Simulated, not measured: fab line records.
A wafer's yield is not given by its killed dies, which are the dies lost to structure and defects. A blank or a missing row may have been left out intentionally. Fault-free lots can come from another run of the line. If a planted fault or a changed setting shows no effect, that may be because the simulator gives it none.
Chamber matching	flow sky130	4 sister chambers for SKY_VIA2_CMP_24 on cmp-01
The step polishes, stops on SiO2, t overpolish 20 s, target thk 0 nm. 7 wafers are shown with their chamber, then 9 later ones without.

EACH WAFER AND ITS CHAMBER
wafer	chamber	motorCurrentA (A)	timeToEndpointS (s)
L082.1	3	11.7	98
L083.2	0	10.8	107
L083.6	0	10.7	107
L086.4	3	12.1	94
L091.2	2	11.3	91
L091.3	1	9.3	94
L091.5	2	10.9	93

WAFERS WITHOUT THEIR CHAMBER
wafer	motorCurrentA (A)	timeToEndpointS (s)
L092.2	11.1	97
L092.3	12.6	97
L092.6	13.0	97
L095.2	11.2	98
L095.4	10.8	111
L095.5	10.8	107
L097.1	10.0	97
L097.3	11.4	98
L097.6	13.0	100

CHAMBER TAKEN BY EACH
wafer	from the rows above	in truth
L092.2	can't be placed: 2 or 3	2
L092.3	3	3
L092.6	3	3
L095.2	can't be placed: 3 or 2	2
L095.4	0	0
L095.5	0	0
L097.1	1	1
L097.3	can't be placed: 3 or 2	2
L097.6	3	3
6 of 9 placed correctly. Can't be placed from these rows: 3 (the true chamber is among the candidates in 3). Wrongly placed: 0.
How it was worked out, from the rows above alone: a wafer's distance from a chamber is the root of the sum, over the readings, of the square of ((its reading less the chamber's mean) divided by the reading's scatter). If the next closest chamber is less than 2 further off than the closest, the wafer can't be placed; otherwise it belongs to the closest. A chamber's mean is the mean of its shown wafers. The scatter: the root of (the sum of the squares of (reading less its chamber's mean) over the shown wafers, divided by (wafers less chambers)).
